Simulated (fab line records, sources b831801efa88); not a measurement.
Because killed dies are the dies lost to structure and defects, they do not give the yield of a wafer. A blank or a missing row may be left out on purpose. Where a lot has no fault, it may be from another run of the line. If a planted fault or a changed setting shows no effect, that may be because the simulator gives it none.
fab line records	flow sky130
record lots=5	wafers=15	last_day=50
route steps=708 shown VIA4@651 METAL5@661 PAD_OPEN@708
lots that met no fault: from a run of the same line without faults
start_h: hours from the record's opening day to when the first of the lot's shown wafers began	wait_h: how many hours have passed since the lot's step before this one	" the same as in the row above	L1.1+2: a row that stands for several wafers	- either no value or no given start	* or withheld: withheld	< > ~ a bound
route shown NAME@n: names a module that has steps shown in the file, with the first one's number in the route	usual: mean/standard deviation taken from wafers without a fault	same: alike in all rows	chamber/n: place in a boat	sites: each site's reading	_std_site: their standard deviation	_edge_site: mean of outer sites minus mean of inner sites	radius_mm: for every site, how far away it sits from the centre of the wafer	mask NAME#n: copy n	behind: tool/chamber where the wafer was last shaped	hold: cause of the lot's hold/its duration in hours/its outcome	device: names the non-switching transistor (n, p or np)	end of line: the tests these same wafers got at the end of their route	a step with no rows: only its recipe	killed: count of dies lost to structure and defects at first sort (not the wafer's yield)	map: the dies of a wafer, with x for killed, . for not killed, _ for no die there
set.NAME: the setting that was run; set.NAME@STEP: the one run at that earlier step	model.NAME: the simulator's own value behind a step, which no gauge read
a table for each step, a row for each wafer; lots at some steps of the route
services: the hour from which a tool's chamber was out of use, counted from the record's first day as start_h (under 0 if before that day), plus the number of hours and why
## steps
# step SKY_VIA4_ETCH_12
# recipe target=SiO2	chemistry=C4F8/O2/Ar	stop_on=TiN	mask_material=NOVOLAK	source_w=1500	bias_w=1200	pressure_mtorr=40	c4f8_flow_sccm=withheld	O2_flow_sccm=6	Ar_flow_sccm=300	time_s=withheld	target_depth_a=5800
# step SKY_VIA4_STRIP_13
# recipe chemistry=O2/N2	power_w=1400	pressure_mtorr=1500	platen_temp_c=withheld	o2_flow_sccm=3000	n2_flow_sccm=300	overash_fraction=0.5
# usual drypump_motor_current_A=5.4/0.32	oes_product_au=0.709/0.0046	strip_time_to_endpoint_s=12.796/0.026
lot.wafer	tool	chamber	start_h	wait_h	drypump_motor_current_A	oes_product_au	rf_hours_counter_h	strip_time_to_endpoint_s
L861.1	plasma_asher-04	0	1039.85	-	5.5	0.700	93	12.806
L861.3	"	0	"	"	5.5	0.710	-	12.786
L861.6	"	1	"	"	4.9	0.706	-	12.811
L867.3	plasma_asher-02	0	1077.39	-	5.2	0.717	-	12.763
L867.5	"	0	"	"	5.2	0.705	-	12.733
L867.6	"	1	"	"	5.9	0.711	-	12.779
L871.2	plasma_asher-04	1	1095.72	-	4.9	0.707	99	12.831
L871.3	"	1	"	"	4.9	0.705	-	12.822
L871.6	"	1	"	"	4.9	0.695	-	12.819
L875.4	plasma_asher-01	1	1117.09	-	5.3	0.713	-	12.812
L875.5	"	1	"	"	5.3	0.706	-	12.756
L875.6	"	0	"	"	5.4	0.708	-	12.831
L879.1	plasma_asher-01	0	1142.05	-	5.4	0.709	38	12.797
L879.3	"	0	"	"	5.4	0.708	-	12.810
L879.5	"	0	"	"	5.4	0.708	-	12.835
# step SKY_VIA4_STRIP_14
# recipe chemistry=post_etch_residue_remover	time_s=1200	temp_c=72.5
# step SKY_VIA4_CLEAN_15
# recipe chemistry=IPA	time_s=180	temp_c=25
# step SKY_VIA4_CLEAN_16
# recipe chemistry=O3/DIW	dry=n2_spin
# step SKY_VIA4_SPUTTER_17
# recipe material=TiN	target_thk_nm=20	chamber_pressure_pa=5	power_w=4000	time_s=80
# usual throttle_valve_pct=30.3/1.2
lot.wafer	tool	chamber	start_h	wait_h	throttle_valve_pct
L861.1	pvd_sputter-03	-	1040.49	0.0	32.3
L861.3	"	-	"	"	29.3
L861.6	"	-	"	"	31.2
L867.3	pvd_sputter-04	-	1077.95	0.0	30.0
L867.5	"	-	"	"	31.1
L867.6	"	-	"	"	33.0
L871.2	pvd_sputter-01	-	1096.31	0.0	29.6
L871.3	"	-	"	"	28.7
L871.6	"	-	"	"	28.8
L875.4	pvd_sputter-04	-	1117.65	0.0	30.3
L875.5	"	-	"	"	30.1
L875.6	"	-	"	"	30.9
L879.1	pvd_sputter-01	-	1142.65	0.0	30.7
L879.3	"	-	"	"	28.9
L879.5	"	-	"	"	30.5
# step SKY_VIA4_CVD_18
# recipe material=W	target_thk_nm=505	time_s=152.14	temp_c=400	pressure_torr=40
# usual heater_power_w=797/110
lot.wafer	tool	chamber	start_h	wait_h	heater_power_w
L861.1	cvd_w-02	0	1040.55	0.0	874
L861.3	"	1	"	"	954
L861.6	"	1	"	"	923
L867.3	cvd_w-02	0	1078.07	0.1	878
L867.5	"	0	"	"	858
L867.6	"	1	"	"	930
L871.2	cvd_w-02	0	1096.38	0.0	884
L871.3	"	1	"	"	962
L871.6	"	0	"	"	840
L875.4	cvd_w-02	1	1117.76	0.1	942
L875.5	"	1	"	"	936
L875.6	"	0	"	"	871
L879.1	cvd_w-01	0	1142.71	0.0	683
L879.3	"	0	"	"	675
L879.5	"	0	"	"	682
# step SKY_VIA4_RS_MEAS_19
# recipe thk_meas_gauge=four-point-probe	reads=W_of_VIA4_CVD_18+TiN_of_VIA4_SPUTTER_17
# usual VIA4_W_RS=0.2270/0.002
lot.wafer	tool	chamber	start_h	wait_h	VIA4_W_RS[ohm/sq]
L861.1	film_metro-04	-	1040.70	0.1	0.2306
L861.3	"	-	"	"	0.2286
L861.6	"	-	"	"	0.2287
L867.3	film_metro-04	-	1078.21	0.1	0.2285
L867.5	"	-	"	"	0.2262
L867.6	"	-	"	"	0.2258
L871.2	film_metro-01	-	1096.55	0.1	0.2268
L871.3	"	-	"	"	0.2271
L871.6	"	-	"	"	0.2252
L875.4	film_metro-01	-	1117.92	0.1	0.2264
L875.5	"	-	"	"	0.2297
L875.6	"	-	"	"	0.2270
L879.1	film_metro-02	-	1142.86	0.1	0.2276
L879.3	"	-	"	"	0.2287
L879.5	"	-	"	"	0.2287
# step SKY_VIA4_THK_MEAS_20
# recipe thk_meas_gauge=xrf	reads=W_of_VIA4_CVD_18
# usual VIA4_W_THK=504/5.7
lot.wafer	tool	chamber	start_h	wait_h	VIA4_W_THK[nm]
L861.1	film_metro-04	-	1040.82	0.1	495
L861.3	"	-	"	"	499
L861.6	"	-	"	"	503
L867.3	film_metro-04	-	1078.31	0.1	507
L867.5	"	-	"	"	507
L867.6	"	-	"	"	510
L871.2	film_metro-01	-	1096.66	0.1	505
L871.3	"	-	"	"	507
L871.6	"	-	"	"	511
L875.4	film_metro-01	-	1118.01	0.1	511
L875.5	"	-	"	"	500
L875.6	"	-	"	"	507
L879.1	film_metro-02	-	1142.98	0.1	505
L879.3	"	-	"	"	500
L879.5	"	-	"	"	499
# step SKY_VIA4_CMP_21
# recipe stop_on=SiO2	t_overpolish_s=25	down_force_psi=3.5	platen_rpm=60	target_thk_nm=0	pad_velocity_m_s=0.94248
# usual motor_current_A=10.6/1.2	overpolish_run_s=25.000/0.0091	platen_rpm=60.00/0.047	time_to_endpoint_s=122/4.6
lot.wafer	tool	chamber	start_h	wait_h	motor_current_A	overpolish_run_s	platen_rpm	time_to_endpoint_s
L861.1	cmp-02	0	1040.93	0.1	9.8	25.011	60.01	118
L861.3	"	2	"	"	11.1	25.005	60.11	121
L861.6	"	0	"	"	10.0	24.998	60.01	120
L867.3	cmp-02	3	1078.35	0.0	10.1	25.011	59.98	120
L867.6	"	3	"	"	10.0	24.987	59.97	119
L867.5	"	0	"	"	9.3	24.997	60.00	116
L871.3	cmp-02	3	1096.81	0.1	10.4	24.993	60.04	129
L871.2	"	0	"	"	9.3	24.996	59.98	119
L871.6	"	2	"	"	11.2	25.001	60.02	119
L875.4	cmp-01	0	1118.14	0.1	8.5	24.992	59.98	122
L875.5	"	2	"	"	12.1	24.998	59.99	119
L875.6	"	3	"	"	12.2	24.994	59.97	127
L879.3	cmp-01	1	1143.14	0.1	11.8	25.000	59.92	124
L879.1	"	2	"	"	12.1	24.996	59.96	121
L879.5	"	0	"	"	9.0	24.983	60.03	123
# step SKY_METAL5_SPUTTER_00
# recipe material=Ti	target_thk_nm=15	power_w=3000	time_s=10	chamber_pressure_pa=0.4
# step SKY_METAL5_SPUTTER_01
# recipe material=TiN	target_thk_nm=20	power_w=6500	time_s=16.7	chamber_pressure_pa=0.4
# step SKY_METAL5_SPUTTER_02
# recipe material=AlCu	target_thk_nm=1150	power_w=10600	time_s=61.2	chamber_pressure_pa=0.4
# usual throttle_valve_pct=30.6/1.1
lot.wafer	tool	chamber	start_h	wait_h	throttle_valve_pct
L861.1	pvd_sputter-02	-	1041.23	0.0	30.6
L861.3	"	-	"	"	29.7
L861.6	"	-	"	"	30.4
L867.3	pvd_sputter-04	-	1078.69	0.0	29.9
L867.5	"	-	"	"	32.8
L867.6	"	-	"	"	30.8
L871.2	pvd_sputter-04	-	1097.06	0.0	30.1
L871.3	"	-	"	"	33.0
L871.6	"	-	"	"	32.7
L875.4	pvd_sputter-02	-	1118.39	0.0	30.1
L875.5	"	-	"	"	30.4
L875.6	"	-	"	"	30.8
L879.1	pvd_sputter-02	-	1143.39	0.0	30.0
L879.3	"	-	"	"	31.0
L879.5	"	-	"	"	29.0
# step SKY_METAL5_SPUTTER_03
# recipe material=Ti	target_thk_nm=5	power_w=3000	time_s=3.3	chamber_pressure_pa=0.4
# step SKY_METAL5_SPUTTER_04
# recipe material=TiN	target_thk_nm=70	power_w=6500	time_s=58.3	chamber_pressure_pa=0.4
# step SKY_METAL5_RS_MEAS_05
# recipe thk_meas_gauge=four-point-probe	reads=TiN_of_METAL5_SPUTTER_04+Ti_of_METAL5_SPUTTER_03+AlCu_of_METAL5_SPUTTER_02+TiN_of_METAL5_SPUTTER_01+Ti_of_METAL5_SPUTTER_00
# usual METAL5_ALCU_RS=0.0271/0.00034
lot.wafer	tool	chamber	start_h	wait_h	METAL5_ALCU_RS[ohm/sq]
L861.1	film_metro-04	-	1041.34	0.0	0.0272
L861.3	"	-	"	"	0.0274
L861.6	"	-	"	"	0.0270
L867.3	film_metro-03	-	1079.02	0.2	0.0274
L867.5	"	-	"	"	0.0274
L867.6	"	-	"	"	0.0276
L871.2	film_metro-04	-	1097.19	0.0	0.0303
L871.3	"	-	"	"	0.0317
L871.6	"	-	"	"	0.0316
L875.4	film_metro-01	-	1118.57	0.1	0.0268
L875.5	"	-	"	"	0.0272
L875.6	"	-	"	"	0.0267
L879.1	film_metro-04	-	1143.51	0.0	0.0274
L879.3	"	-	"	"	0.0273
L879.5	"	-	"	"	0.0274
# step SKY_METAL5_THK_MEAS_06
# recipe thk_meas_gauge=xrf	reads=AlCu_of_METAL5_SPUTTER_02
# usual METAL5_ALCU_THK=1173/16
lot.wafer	tool	chamber	start_h	wait_h	METAL5_ALCU_THK[nm]
L861.1	film_metro-04	-	1041.46	0.1	1175
L861.3	"	-	"	"	1173
L861.6	"	-	"	"	1183
L867.3	film_metro-03	-	1079.12	0.1	1158
L867.5	"	-	"	"	1153
L867.6	"	-	"	"	1149
L871.2	film_metro-04	-	1097.30	0.1	1069
L871.3	"	-	"	"	1027
L871.6	"	-	"	"	1031
L875.4	film_metro-01	-	1118.66	0.1	1185
L875.5	"	-	"	"	1167
L875.6	"	-	"	"	1192
L879.1	film_metro-04	-	1143.63	0.1	1156
L879.3	"	-	"	"	1163
L879.5	"	-	"	"	1159
# step SKY_METAL5_DEHYDRATE_07
# recipe temp_c=200	time_s=60
# step SKY_METAL5_HMDS_08
# recipe prime_time_s=60	prime_temp_c=120
# step SKY_METAL5_COAT_09
# recipe resist=NOVOLAK	spin_rpm=3000	resist_thk_nm=1800
# step SKY_METAL5_SOFTBAKE_10
# recipe temp_c=90	time_s=60	resist=NOVOLAK
# step SKY_METAL5_EXPOSE_11
# recipe mask_id=MM5	na=0.6	source_shape=conventional	sigma_outer=0.6	polarization=unpolarized	target_cd_nm=1600	dose_mj=190
# step SKY_METAL5_PEB_12
# recipe temp_c=withheld	time_s=*	resist=NOVOLAK
# step SKY_METAL5_DEVELOP_13
# recipe resist=NOVOLAK	developer=TMAH	develop_time_s=60	dev_temp_c=23
# step SKY_METAL5_DESCUM_14
# recipe chemistry=O2	source_power_w=150	bias_power_w=0	pressure_mtorr=10	temp_c=40	time_s=11
# usual drypump_motor_current_A=5.6/0.47	oes_product_au=1.000/0.015	temp_c=40.00/0.12
lot.wafer	tool	chamber	start_h	wait_h	drypump_motor_current_A	oes_product_au	rf_hours_counter_h	temp_c
L861.1	rie_metal-03	0	1063.29	0.1	4.9	1.010	9	40.06
L861.3	"	0	"	"	4.9	1.007	-	39.97
L861.6	"	0	"	"	4.9	1.002	-	39.92
L867.3	rie_metal-01	0	1099.41	0.1	5.5	0.986	-	39.83
L867.5	"	0	"	"	5.5	0.986	-	39.97
L867.6	"	1	"	"	5.6	0.988	-	40.14
L871.2	rie_metal-03	1	1117.01	0.1	5.4	1.022	19	40.06
L871.3	"	0	"	"	4.9	0.994	-	39.98
L871.6	"	0	"	"	4.9	0.994	-	39.81
L875.4	rie_metal-04	1	1137.99	0.1	6.0	1.003	-	40.07
L875.5	"	0	"	"	6.5	1.005	-	40.11
L875.6	"	1	"	"	6.0	0.997	-	39.96
L879.1	rie_metal-01	1	1161.15	0.1	5.6	0.986	18	40.19
L879.3	"	1	"	"	5.6	0.982	-	40.22
L879.5	"	0	"	"	5.5	0.987	-	40.05
# step SKY_METAL5_METAL_ETCH_15
# recipe target_depth_a=12600	stop_on=SiO2	over_etch_frac=0.2	time_s=252	chemistry=Cl2/BCl3	resist_sidewall_deg=86	pressure_mtorr=10	icp_w=900	bias_w=48.5	Cl2_flow_sccm=60	bcl3_flow_sccm=30
# usual drypump_motor_current_A=5.6/0.47	mfc_cl2_sccm=60.01/0.16	oes_product_au=0.894/0.005	throttle_valve_pct=22.265/0.0098
lot.wafer	tool	chamber	start_h	wait_h	drypump_motor_current_A	mfc_cl2_sccm	oes_product_au	rf_hours_counter_h	throttle_valve_pct
L861.1	rie_metal-03	0	1063.34	0.0	4.9	60.04	0.894	9	22.250
L861.3	"	0	"	"	4.9	60.14	0.895	-	22.250
L861.6	"	0	"	"	4.9	60.09	0.891	-	22.270
L867.3	rie_metal-01	0	1099.51	0.1	5.5	60.04	0.900	-	22.276
L867.5	"	0	"	"	5.5	60.15	0.892	-	22.270
L867.6	"	1	"	"	5.6	59.86	0.898	-	22.272
L871.2	rie_metal-03	1	1117.05	0.0	5.4	60.14	0.835	19	22.251
L871.3	"	0	"	"	4.9	59.84	0.833	-	22.271
L871.6	"	0	"	"	4.9	59.96	0.830	-	22.254
L875.4	rie_metal-04	1	1138.09	0.1	6.0	59.86	0.898	-	22.264
L875.5	"	0	"	"	6.5	59.81	0.899	-	22.264
L875.6	"	1	"	"	6.0	60.16	0.899	-	22.265
L879.1	rie_metal-01	1	1161.18	0.0	5.6	60.27	0.899	18	22.271
L879.3	"	1	"	"	5.5	59.98	0.897	-	22.268
L879.5	"	0	"	"	5.5	60.28	0.887	-	22.256
# step SKY_METAL5_STRIP_16
# recipe chemistry=O2/N2	power_w=1400	pressure_mtorr=1500	platen_temp_c=withheld	o2_flow_sccm=3000	n2_flow_sccm=300	overash_fraction=0.5
# step SKY_PAD_OPEN_PROBE_99
# usual defect_limited_yield=82.5/2.1	killed_at_M0_to_M3=44/7.3	killed_at_M4_up=3.4/1.8	killed_at_contacts=24/5.8	killed_at_front_end=15/4.9	killed_at_other=0.4/0.63	killed_dies=86/11	killed_open=47/8	killed_short=39/6.5	sort_bin_3_pad_short=0.9/0.38	sort_bin_5_function=10.4/1.6	sort_bin_6_memory=6.2/1.2	sort_n_pass=406/11	sort_yield_pct=82.5/2.1
# same gross_dies=492	killed_at_back_side=0	sort_bin_4_leakage[%]=0	sort_bin_8_speed[%]=0
lot.wafer	tool	chamber	start_h	wait_h	defect_limited_yield[%]	killed_at_M0_to_M3	killed_at_M4_up	killed_at_contacts	killed_at_front_end	killed_at_other	killed_dies	killed_open	killed_short	sort_bin_3_pad_short[%]	sort_bin_5_function[%]	sort_bin_6_memory[%]	sort_n_pass	sort_yield_pct[%]	model.etest.via2_chain.rc_ohm	model.etest.met5.rs_ohm_sq_rim_less_centre
L861.1	prober-01	-	1108.95	0.1	80.1	59	2	24	12	1	98	52	46	1.2	10.4	8.3	394	80.1	10.13	0.0007515
L861.3	prober-01	-	1109.05	0.2	82.1	47	3	29	9	0	88	43	45	1.0	8.5	8.3	404	82.1	10.39	-0.0001253
L861.6	prober-01	-	1109.20	0.2	79.7	53	6	29	12	0	100	58	42	1.0	11.8	7.5	392	79.7	9.597	0.0003654
L867.3	prober-01	-	1142.19	0.2	79.9	35	8	30	26	0	99	52	46	1.8	10.6	7.7	393	79.9	9.808	0.0001987
L867.5	prober-01	-	1142.29	0.2	86.4	30	3	19	15	0	67	39	28	0.6	8.5	4.5	425	86.4	9.246	0.0002521
L867.6	prober-01	-	1142.34	0.2	86.0	35	3	15	16	0	69	32	37	1.0	8.3	4.7	423	86.0	10.23	0.000279
L871.2	prober-01	-	1157.55	0.1	68.9	118	3	22	9	1	153	45	37	0.8	24.0	6.3	339	68.9	14.04	0.008523
L871.3	prober-01	-	1157.60	0.2	82.5	50	1	23	12	0	86	47	39	0.8	12.2	4.5	406	82.5	12.01	0.009255
L871.6	prober-01	-	1157.75	0.2	81.7	43	3	30	14	0	90	54	36	1.0	9.1	8.1	402	81.7	12.82	0.008835
L875.4	prober-01	-	1177.50	0.2	83.3	34	3	28	17	0	82	59	22	0.6	10.4	5.7	410	83.3	9.829	0.0005818
L875.5	prober-01	-	1177.55	0.2	80.9	35	4	42	13	0	94	58	35	0.6	14.0	4.5	398	80.9	9.296	-0.0005684
L875.6	prober-01	-	1177.60	0.2	81.5	47	1	27	16	0	91	45	45	1.6	10.6	6.3	401	81.5	9.632	-0.0003389
L879.1	prober-01	-	1197.44	0.1	80.7	51	6	26	12	0	95	53	40	1.2	9.1	8.9	397	80.7	10.59	-0.0005688
L879.3	prober-01	-	1197.54	0.2	82.9	46	7	18	11	2	84	39	45	1.2	10.4	5.5	408	82.9	10.12	-0.0001931
L879.5	prober-01	-	1197.64	0.2	85.2	34	5	26	7	1	73	41	29	0.6	9.3	4.9	419	85.2	9.937	-0.0002262
# killed by level:class
L861.1 VIA1:geometric_particle:open=13 CONTACT:geometric_particle:open=11 METAL1:geometric_particle:short=9 VIA1:geometric_particle:short=9 VIA3:geometric_particle:open=8 METAL2:geometric_particle:short=7 LI_CONTACT:geometric_particle:open=5 LOCAL_INTERCONNECT:geometric_particle:short=5
L861.3 VIA1:geometric_particle:open=10 CONTACT:geometric_particle:open=10 LOCAL_INTERCONNECT:geometric_particle:short=9 VIA3:geometric_particle:open=7 VIA1:geometric_particle:short=6 VIA2:geometric_particle:open=6 LI_CONTACT:geometric_particle:short=5 METAL1:geometric_particle:short=5
L861.6 VIA1:geometric_particle:open=12 CONTACT:geometric_particle:open=9 VIA2:geometric_particle:open=9 VIA3:geometric_particle:open=8 METAL2:geometric_particle:short=7 LI_CONTACT:geometric_particle:open=7 CONTACT:geometric_particle:short=6 LI_CONTACT:geometric_particle:short=4
L867.3 CONTACT:geometric_particle:open=14 METAL2:geometric_particle:short=11 POLY_GATE:geometric_particle:open=8 VIA1:geometric_particle:open=8 FIELD_ISO:geometric_particle:short=6 POLY_GATE:geometric_particle:short=6 LI_CONTACT:geometric_particle:open=6 CONTACT:geometric_particle:short=6
L867.5 VIA3:geometric_particle:open=7 CONTACT:geometric_particle:open=6 FIELD_ISO:geometric_particle:open=5 POLY_GATE:geometric_particle:short=4 LI_CONTACT:geometric_particle:open=4 CONTACT:geometric_particle:short=4 VIA1:geometric_particle:open=4 METAL3:geometric_particle:short=4
L867.6 VIA1:geometric_particle:open=12 POLY_GATE:geometric_particle:short=7 VIA1:geometric_particle:short=5 CONTACT:geometric_particle:open=4 METAL1:geometric_particle:short=4 VIA2:geometric_particle:open=4 LOCAL_INTERCONNECT:geometric_particle:short=3 LI_CONTACT:geometric_particle:open=3
L871.2 VIA2:area_expose=71 VIA1:geometric_particle:open=11 CONTACT:geometric_particle:open=8 VIA2:geometric_particle:open=8 LI_CONTACT:geometric_particle:open=6 VIA2:geometric_particle:short=6 METAL3:geometric_particle:short=5 VIA3:geometric_particle:open=4
L871.3 VIA1:geometric_particle:open=10 VIA2:geometric_particle:open=9 VIA3:geometric_particle:open=8 VIA1:geometric_particle:short=7 LI_CONTACT:geometric_particle:open=6 CONTACT:geometric_particle:short=6 CONTACT:geometric_particle:open=6 FIELD_ISO:geometric_particle:short=4
L871.6 VIA1:geometric_particle:open=13 CONTACT:geometric_particle:open=12 FIELD_ISO:geometric_particle:open=7 VIA3:geometric_particle:open=7 VIA2:geometric_particle:open=6 LI_CONTACT:geometric_particle:short=5 METAL1:geometric_particle:short=5 VIA1:geometric_particle:short=5
L875.4 CONTACT:geometric_particle:open=14 VIA1:geometric_particle:open=10 LI_CONTACT:geometric_particle:open=8 VIA3:geometric_particle:open=7 FIELD_ISO:geometric_particle:open=6 VIA2:geometric_particle:open=6 POLY_GATE:geometric_particle:open=4 POLY_GATE:geometric_particle:short=3
L875.5 LI_CONTACT:geometric_particle:open=14 CONTACT:geometric_particle:open=12 VIA1:geometric_particle:open=7 METAL1:geometric_particle:short=7 VIA2:geometric_particle:open=7 FIELD_ISO:geometric_particle:open=6 LOCAL_INTERCONNECT:geometric_particle:short=6 CONTACT:geometric_particle:short=5
L875.6 LI_CONTACT:geometric_particle:open=9 VIA2:geometric_particle:open=9 VIA1:geometric_particle:open=9 VIA1:geometric_particle:short=8 CONTACT:geometric_particle:open=7 METAL1:geometric_particle:short=7 FIELD_ISO:geometric_particle:short=6 METAL2:geometric_particle:short=6
L879.1 CONTACT:geometric_particle:open=13 VIA2:geometric_particle:open=10 METAL2:geometric_particle:short=8 VIA1:geometric_particle:open=7 VIA3:geometric_particle:open=7 METAL3:geometric_particle:short=6 LI_CONTACT:geometric_particle:open=4 LOCAL_INTERCONNECT:geometric_particle:short=4
L879.3 VIA1:geometric_particle:open=16 CONTACT:geometric_particle:open=7 METAL2:geometric_particle:short=7 METAL3:geometric_particle:short=6 VIA1:geometric_particle:short=6 METAL4:geometric_particle:short=6 LOCAL_INTERCONNECT:geometric_particle:short=4 VIA2:geometric_particle:open=4
L879.5 CONTACT:geometric_particle:open=10 LI_CONTACT:geometric_particle:open=9 METAL1:geometric_particle:short=6 VIA1:geometric_particle:short=6 VIA1:geometric_particle:open=6 VIA2:geometric_particle:open=5 LOCAL_INTERCONNECT:geometric_particle:short=4 VIA3:geometric_particle:open=4
## services
tool	chamber	start_h	hours	kind
rie_metal-01	-	1024.30	0.3	repair
rie_metal-01	1	1049.29	3.8	repair
cvd_w-02	-	1055.32	6.0	pm
cmp-02	-	1056.39	1.4	repair
rie_metal-01	1	1066.39	1.5	repair
cmp-02	-	1084.00	4.0	pm
cmp-02	-	1088.00	-	consumable_replace:conditioner
cmp-02	-	1088.00	-	consumable_replace:pad
rie_metal-03	-	1099.29	8.6	repair
cmp-02	-	1100.67	0.4	repair
cvd_w-02	1	1100.88	5.2	repair
pvd_sputter-02	-	1101.41	7.9	repair
cmp-02	-	1103.04	2.6	repair
pvd_sputter-03	-	1106.47	5.0	repair
cvd_w-01	-	1116.03	0.8	repair
pvd_sputter-02	-	1125.86	6.7	repair
plasma_asher-04	-	1144.52	2.8	repair
cmp-01	-	1146.01	1.6	repair
rie_metal-03	1	1154.25	22.8	repair
rie_metal-01	-	1157.91	0.2	repair
cvd_w-01	1	1159.67	7.9	repair
plasma_asher-02	-	1161.04	2.0	repair
## key
first_sign step=SKY_METAL5_RS_MEAS_05	reading=METAL5_ALCU_RS	direction=up	sigmas=12	usual=0.0271	struck=0.0312
effect step=SKY_METAL5_THK_MEAS_06	reading=METAL5_ALCU_THK	direction=down	sigmas=8.4	usual=1173	struck=1042
effect step=SKY_METAL5_METAL_ETCH_15	reading=oes_product_au	direction=down	sigmas=12	usual=0.894	struck=0.833
model_effect step=SKY_PAD_OPEN_PROBE_99	value=etest.via2_chain.rc_ohm	without=10.69	struck=12.96
met_at SKY_METAL5_SPUTTER_02
struck_wafers L871.2,L871.3,L871.6
onset_between 1078.69 1097.06
also_fits SKY_VIA4_STRIP_13:plasma_asher-04,SKY_VIA4_CMP_21:cmp-02
earlier_fault kind=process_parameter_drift	tool=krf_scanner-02	chamber=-	onset_h=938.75	steps=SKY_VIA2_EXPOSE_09	channel=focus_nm	offset=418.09	spread_by_wafer=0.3	shape=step
fault kind=site_profile_drift	tool=pvd_sputter-04	chamber=-	onset_h=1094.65	steps=SKY_METAL5_SPUTTER_02	basis=fraction	max_abs_drift=0.26362	slope_share_per_hr=58.583	site_pattern=0,0,0,0,0,-1,-1,-1,-1
